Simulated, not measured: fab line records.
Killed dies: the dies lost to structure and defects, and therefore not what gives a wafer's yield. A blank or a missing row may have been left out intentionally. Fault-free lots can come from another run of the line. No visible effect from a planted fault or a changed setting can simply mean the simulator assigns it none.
2 desks, one fault	flow gf180mcu	every desk sees just its own numbers, and what lay behind them comes last

== TOOL OWNER'S DESK, implanter-01 ==
The tool's own readings at GF_HV_LDD_IMPLANT_21, given as means over the sampled wafers that have a number, one for each lot that went through this tool. Any lot whose mean is over 4 standard deviations away from the usual mean is out of limits and marked OUT; that distance is given in the brackets.
Columns: A = beam on s at GF_HV_LDD_IMPLANT_21, usual 10.02 s; B = end station pressure torr at GF_HV_LDD_IMPLANT_21, usual 5.24e-06 Torr
lot	first seen here	A	B
L879	day 11 21:34	10.45	3.87e-05 (+99 or more) OUT
L880	day 12 06:01	10.34	3.80e-05 (+99 or more) OUT
L895	day 17 02:14	10.08	5.22e-06
This desk's finding: out of limits on L879, L880; first on L879, day 11 21:34 (end station pressure torr at GF_HV_LDD_IMPLANT_21). L895: within limits.

== FROM THE METROLOGY DESK ==
What the gauges read for every lot (on any tool): the sampled wafers with a number, averaged. Any lot whose mean is over 4 standard deviations away from the usual mean is out of limits and marked OUT; that distance is given in the brackets.
Columns: A = HV_LDD_TW at GF_HV_LDD_TW_MEAS_11, usual 2425; B = cd nm at GF_HV_LDD_CD_MEAS_19, usual 399.9 nm; C = HV_LDD_01_OVL at GF_HV_LDD_OVL_MEAS_20, usual 0.1 nm
lot	first seen here	A	B	C
L879	day 11 03:41	2420	397.7	0.5
L880	day 11 11:28	2454	401.6	-0.5
L886	day 13 05:04	2412	397.3	-1.4
L895	day 16 02:43	2414	399.4	0.7
L897	day 16 17:34	2442	399.2	0.2
L898	day 17 07:25	2417	396.7	-0.1
Finding of this desk: none of the 6 lots has anything out of limits.

== TAKEN TOGETHER ==
At day 11 21:34, on L879, L880, the tool owner's desk was in a position to raise an alarm.
Nothing out of limits was seen by the metrology desk.
The metrology desk holds a record of L879, L880, inside its limits.
All the named lots went through GF_HV_LDD_IMPLANT_21 on implanter-01.

== WHAT HAD BEEN PUT IN BY THE SIMULATOR ==
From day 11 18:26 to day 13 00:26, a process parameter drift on implanter-01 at GF_HV_LDD_IMPLANT_21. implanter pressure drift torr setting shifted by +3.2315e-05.
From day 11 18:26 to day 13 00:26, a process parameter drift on implanter-01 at GF_HV_LDD_IMPLANT_21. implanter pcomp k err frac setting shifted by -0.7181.
Shown lots that were struck: L879, L880.
Hours from the fault's start to each desk's first reading out of limits: the tool owner's desk, 3.
